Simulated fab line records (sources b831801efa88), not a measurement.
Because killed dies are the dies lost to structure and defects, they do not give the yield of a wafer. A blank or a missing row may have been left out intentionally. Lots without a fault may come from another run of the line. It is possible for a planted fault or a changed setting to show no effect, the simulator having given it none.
A struck lot beside a sound one -- flow sky130 -- 15 steps out of a route of 708
Sound: the wafers L599.2, L599.4, L599.6. Struck: wafers L613.5, L613.6. (L613.2 of the same lot was not struck and is left out.) The cause comes at the end.
At each step with rows: each side's tool, then ch and its chambers, then its first start. Under that, the readings that differ: sound wafers -- struck wafers -- difference of the means -- sigmas: that difference in standard deviations of wafers without a fault.
alike: readings with means less than 2 such deviations apart, plus words and numbers identical on both sides. not compared: withheld readings, readings lacking a value on some wafer, bounds such as >300 that could conceal the same value, and numbers that have no deviation in the record and whose values overlap.
Wherever a step has rows on one side only, a row that says differs or no value, or a row with sigmas, the two part there. When numbers do not overlap yet have no deviation, they are printed without sigmas and do not part them. Lack of a reading on every wafer of one side parts them only where that side has two or more wafers.

first, 2 steps without rows for these wafers: SKY_LDD_LDN_IMPLANT_10; SKY_LDD_LDN_IMPLANT_11.
SKY_LDD_LDN_STRIP_12: strips in O2/N2.
  sound on plasmaAsher-01 ch 0,1, day 22 17:53; struck on plasmaAsher-01 ch 0,1, day 28 10:50
  alike: chamberPressureMTorr, drypumpMotorCurrentA, oesProductAu, stripTimeToEndpointS
  not compared: rfHoursCounterH
SKY_LDD_LDN_TW_MEAS_13:
  sound on filmMetro-02, day 22 18:00; struck on filmMetro-04, day 28 10:57
  alike: LDD_LDN_TW
then, 2 steps without rows for these wafers: SKY_LDD_LDN_CLEAN_14 (cleans in SC1/SC2, time 150 s); SKY_SPACER_CVD_00 (deposits Si3N4 from DCS/NH3, target thk 43.1 nm, time 740 s).
SKY_SPACER_THK_MEAS_01:
  sound on filmMetro-01, day 22 19:20; struck on filmMetro-02, day 28 16:01
  alike: SPACER_CVD_00_THK
SKY_SPACER_ETCHBACK_02: etches Si3N4 in CH3F/O2, stops on SiO2, time 46.7 s, target depth 45 nm.
  sound on rieDiel-01 ch 0,1,2, day 22 19:23; struck on rieDiel-04 ch 0,3, day 28 16:04
  alike: ch3fFlowSccm, chamberPressureMTorr, drypumpMotorCurrentA, oesProductAu, throttleValvePct
  not compared: rfHoursCounterH
then, 4 steps without rows for these wafers: SKY_POLY_CUT_DEHYDRATE_00 (time 60 s); SKY_POLY_CUT_HMDS_01 (prime time 60 s); SKY_POLY_CUT_COAT_02 (resist thk 60 nm); SKY_POLY_CUT_COAT_03 (resist thk 450 nm).
SKY_POLY_CUT_SOFTBAKE_04: time 90 s.
  sound on lithoTrack-04 ch 0, day 23 10:00; struck on lithoTrack-03 ch 0, day 29 05:00
reading,sound,struck,difference,sigmas
runLengthS (s),119.18 119.01 118.99,122.80 122.85,+3.76,+29
  alike: resistLineTempC
then, 1 step without rows for these wafers: SKY_POLY_CUT_EXPOSE_05 (exposes mask NPCM, target cd 270 nm).
-- the record jumps here: 20 days lie between the struck wafers' starts before and after (it left off in module POLY_CUT and takes up again in module PAD_OPEN, whose first step shown is number 708 of the route) --
SKY_PAD_OPEN_PROBE_99:
  sound on prober-02, day 45 14:17; struck on prober-02, day 49 11:44
  alike: killed_at_M0_to_M3, killed_at_M4_up, killedAtContacts, killedAtFrontEnd, killedAtOther, killedDies, killedOpen, killedShort

## WHERE THEY PART
Only at SKY_POLY_CUT_SOFTBAKE_04, as far as this record shows. Later steps at which nothing parts them and some readings are alike: SKY_PAD_OPEN_PROBE_99.

WHY: the cause the simulator had injected
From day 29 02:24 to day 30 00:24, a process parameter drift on lithoTrack-03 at SKY_POLY_CUT_SOFTBAKE_04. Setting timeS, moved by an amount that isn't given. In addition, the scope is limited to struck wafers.
